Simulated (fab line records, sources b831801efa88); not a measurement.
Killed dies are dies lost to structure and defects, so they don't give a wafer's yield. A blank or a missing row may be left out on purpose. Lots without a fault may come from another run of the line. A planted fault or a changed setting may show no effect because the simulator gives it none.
One fault seen from 2 desks | flow gf180mcu | each desk has only its own numbers; what lay behind them comes last

THE METROLOGY DESK
What the gauges read, lot by lot, whatever tool the lot ran on: means of the sampled wafers that have a number. A lot is out of limits, marked OUT, if its mean lies more than 4 standard deviations from the usual mean; the brackets give that distance.
Columns: A = HV_LDD_CVD_56_THK at GF_HV_LDD_THK_MEAS_57, usual 89.8 nm; B = SALICIDE_TIN_RS at GF_SALICIDE_RS_MEAS_04, usual 16.3 ohm/sq
lot  | first seen here | A    | B
L924 | day 12 18:49    | 88.7 | 17.0
L927 | day 13 08:04    | 89.2 | 16.0
L929 | day 14 01:42    | 89.5 | 16.3
L931 | day 15 03:12    | 90.2 | 16.2
L932 | day 15 10:10    | 89.7 | 16.1
L933 | day 15 14:28    | 91.8 | 16.1
L935 | day 16 12:57    | 90.4 | 16.4
L938 | day 17 10:20    | 89.3 | 17.1
L939 | day 18 00:05    | 88.9 | 17.6
L944 | day 19 04:20    | 90.0 | 16.7
L945 | day 19 18:17    | 89.9 | 16.5
L946 | day 20 02:16    | 88.6 | 16.1
L947 | day 20 03:38    | 89.6 | 16.4
This desk's finding: nothing out of limits on any of the 13 lots.

THE TOOL OWNER'S DESK: pvd_sputter-03
The tool's own readings at GF_SALICIDE_SPUTTER_02 (material Co, target thk 10 nm, time 20 s): means of the sampled wafers that have a number, for each lot that ran on this tool. A lot is out of limits, marked OUT, if its mean lies more than 4 standard deviations from the usual mean; the brackets give that distance.
Columns: A = throttle_valve_pct at GF_SALICIDE_SPUTTER_02, usual 30.3 %
lot  | first seen here | A
L924 | day 15 09:15    | 30.0
L932 | day 18 06:46    | 31.1
L933 | day 18 11:10    | 30.6
L938 | day 20 12:13    | 30.6
L939 | day 21 00:46    | 29.8
L947 | day 23 03:39    | 29.6
This desk's finding: nothing out of limits on any of the 6 lots.

PUT TOGETHER
The metrology desk saw nothing out of limits.
The tool owner's desk saw nothing out of limits.

WHAT THE SIMULATOR HAD PUT IN
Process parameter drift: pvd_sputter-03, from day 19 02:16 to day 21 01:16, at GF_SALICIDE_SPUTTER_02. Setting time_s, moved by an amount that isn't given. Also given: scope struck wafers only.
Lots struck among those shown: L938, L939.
